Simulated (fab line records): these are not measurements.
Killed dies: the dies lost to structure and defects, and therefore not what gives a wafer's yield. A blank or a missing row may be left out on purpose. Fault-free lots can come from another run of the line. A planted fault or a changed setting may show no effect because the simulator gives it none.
What tool caused it?	flow gf180mcu	42 wafers from 14 lots sampled at 5 of the route's 602 steps

== WHAT THE GAUGES READ, wafer by wafer ==
GF_STI_BOW_MEAS_00.
lot	measured	on	INCOMING_BOW (um)
L600	day 1 10:00	film metro-04	-2 -2 0
L602	day 1 20:02	film metro-01	-5 12 -8
L604	day 2 06:00	film metro-02	-4 9 0
L605	day 2 11:00	film metro-01	5 -8 -4
L606	day 2 16:02	film metro-02	-2 -9 5
L608	day 3 02:00	film metro-04	-5 3 12
L609	day 3 07:02	film metro-01	-1 4 7
L610	day 3 12:01	film metro-04	4 3 3
L611	day 3 17:01	film metro-01	-3 3 7
L612	day 3 22:01	film metro-01	-1 -4 -10
L614	day 4 08:01	film metro-02	5 4 2
L617	day 4 23:00	film metro-04	-13 -5 -3
L621	day 5 19:00	film metro-04	-10 -2 -7
L623	day 6 05:01	film metro-04	4 -5 5

GF_STI_THK_MEAS_02.
lot	measured	on	STI_OXIDATION_THK (nm)
L600	day 1 13:41	film metro-01	10.37 10.30 10.40
L602	day 1 21:32	film metro-04	9.90 10.01 9.84
L604	day 2 08:16	film metro-04	9.89 9.79 9.85
L605	day 2 12:31	film metro-01	9.91 9.72 9.97
L606	day 2 17:34	film metro-01	10.06 9.98 9.74
L608	day 3 03:31	film metro-01	10.10 9.96 9.88
L609	day 3 09:37	film metro-02	10.33 10.15 10.21
L610	day 3 13:31	film metro-01	9.97 10.05 9.95
L611	day 3 18:31	film metro-02	10.14 9.95 9.95
L612	day 3 23:31	film metro-01	10.19 10.11 9.94
L614	day 4 09:31	film metro-02	10.29 10.12 10.10
L617	day 5 00:31	film metro-04	10.05 9.95 10.12
L621	day 5 22:37	film metro-01	9.78 9.74 9.87
L623	day 6 06:31	film metro-01	10.17 9.94 10.14

GF_LVPWELL_OVL_MEAS_07.
lot	measured	on	LVPWELL_OVL (nm)
L600	day 4 00:25	overlay-01	0.0 0.9 -1.8
L602	day 4 07:28	overlay-01	2.4 0.4 2.0
L604	day 4 20:07	overlay-01	-3.1 -1.7 -1.9
L605	day 5 00:25	overlay-02	2.1 1.0 1.8
L606	day 5 07:07	overlay-01	0.1 -2.3 -2.3
L608	day 5 19:18	overlay-01	-0.4 1.1 2.1
L609	day 5 23:53	overlay-01	0.0 1.0 -0.8
L610	day 6 04:04	overlay-01	0.1 0.7 0.2
L611	day 6 11:40	overlay-02	-0.2 -0.9 1.0
L612	day 6 16:25	overlay-01	-1.0 -1.1 -2.8
L614	day 7 04:01	overlay-02	-3.5 -3.2 -2.2
L617	day 7 20:31	overlay-02	1.5 -0.1 -2.0
L621	day 8 20:24	overlay-02	171.6 173.3 172.0
L623	day 9 06:25	overlay-01	174.9 172.3 173.8

GF_VT_IMPLANT_OVL_MEAS_29.
lot	measured	on	VT_IMPLANT_02_OVL (nm)
L600	day 7 02:13	overlay-01	2.0 0.0 0.6
L602	day 7 10:17	overlay-01	1.3 -0.4 -1.5
L604	day 8 00:46	overlay-01	1.7 3.0 2.6
L605	day 8 04:33	overlay-02	2.8 2.0 2.7
L606	day 8 12:34	overlay-01	1.4 2.3 2.1
L608	day 9 03:51	overlay-02	1.7 -0.7 1.0
L609	day 9 07:17	overlay-02	-0.8 -0.8 -2.1
L610	day 9 13:22	overlay-01	0.6 -0.6 -0.3
L611	day 9 22:34	overlay-01	-0.5 -2.4 -0.5
L612	day 10 03:31	overlay-02	-0.7 0.7 1.5
L614	day 10 17:40	overlay-02	1.6 -0.7 1.5
L617	day 11 11:45	overlay-02	0.7 -1.5 0.1
L621	day 12 15:40	overlay-01	1.2 -1.0 -0.9
L623	day 13 02:22	overlay-02	0.0 0.0 0.3

== EACH LOT AND THE TOOL THAT RAN IT (in order: tool; ch and the chambers of the sampled wafers; start) ==
lot	GF_LVPWELL_EXPOSE_04
L600	iline stepper-01 ch 0, day 3 17:55
L602	iline stepper-02 ch 0, day 4 01:16
L604	iline stepper-01 ch 0, day 4 13:13
L605	iline stepper-02 ch 0, day 4 17:53
L606	iline stepper-01 ch 0, day 5 00:16
L608	iline stepper-02 ch 0, day 5 12:17
L609	iline stepper-01 ch 0, day 5 17:14
L610	iline stepper-01 ch 0, day 5 20:56
L611	iline stepper-02 ch 0, day 6 04:15
L612	iline stepper-02 ch 0, day 6 09:17
L614	iline stepper-01 ch 0, day 6 20:30
L617	iline stepper-02 ch 0, day 7 12:42
L621	iline stepper-02 ch 0, day 8 12:30
L623	iline stepper-02 ch 0, day 8 21:34
- GF_LVPWELL_EXPOSE_04: exposes mask LVPWELL, target cd 600 nm.

== WHAT THE TOOLS THEMSELVES READ (means of the sampled wafers that have a number; where no wafer has one, the mark that the record gives instead) ==
GF_LVPWELL_EXPOSE_04.
lot	tool	reticle temp C (C)
L600	iline stepper-01	22.92
L602	iline stepper-02	22.98
L604	iline stepper-01	22.97
L605	iline stepper-02	22.95
L606	iline stepper-01	23.01
L608	iline stepper-02	22.76
L609	iline stepper-01	22.90
L610	iline stepper-01	23.01
L611	iline stepper-02	23.04
L612	iline stepper-02	23.06
L614	iline stepper-01	23.02
L617	iline stepper-02	22.98
L621	iline stepper-02	23.05
L623	iline stepper-02	23.02

== THE ANSWER, worked out from the rows above alone ==
Rule: the usual values come from the lots themselves. The widest of any qualifying gaps counts: lots, ordered by their means at a reading, are off when they make up no more than a third of the lots, leave a main group of 4 or more, and stand apart from it by 3 or more times the standard deviation of that group's means. If all means in a main group match to the digits the tables above print for the reading, that group is not used. A lot without any number at a reading at which 4 lots or more have one is off too. All remaining lots with rows at the step are treated as sound. After the gauges, taken in route order, come the tools' own readings; for these a lot's mean is taken, as printed above. At the first step where some lot is off, the reading lying furthest off is the one used; lots without a number count as furthest.
Off: L621, L623, seen at GF_LVPWELL_OVL_MEAS_07 (LVPWELL_OVL). For the main group the mean is -0.4 nm and the standard deviation 1.4.
If a tool, at a process step before that reading, ran all the lots that are off and no sound lot after the first of them, it fits. Gauges at GF_LVPWELL_OVL_MEAS_07: tried the same way as those tools. One candidate fits, namely iline stepper-02 at GF_LVPWELL_EXPOSE_04. A fault onset in the window from L617 (day 7 12:42, its last sound lot) to L621 (day 8 12:30, its first lot off) fits.

== WHAT HAD BEEN PUT IN BY THE SIMULATOR ==
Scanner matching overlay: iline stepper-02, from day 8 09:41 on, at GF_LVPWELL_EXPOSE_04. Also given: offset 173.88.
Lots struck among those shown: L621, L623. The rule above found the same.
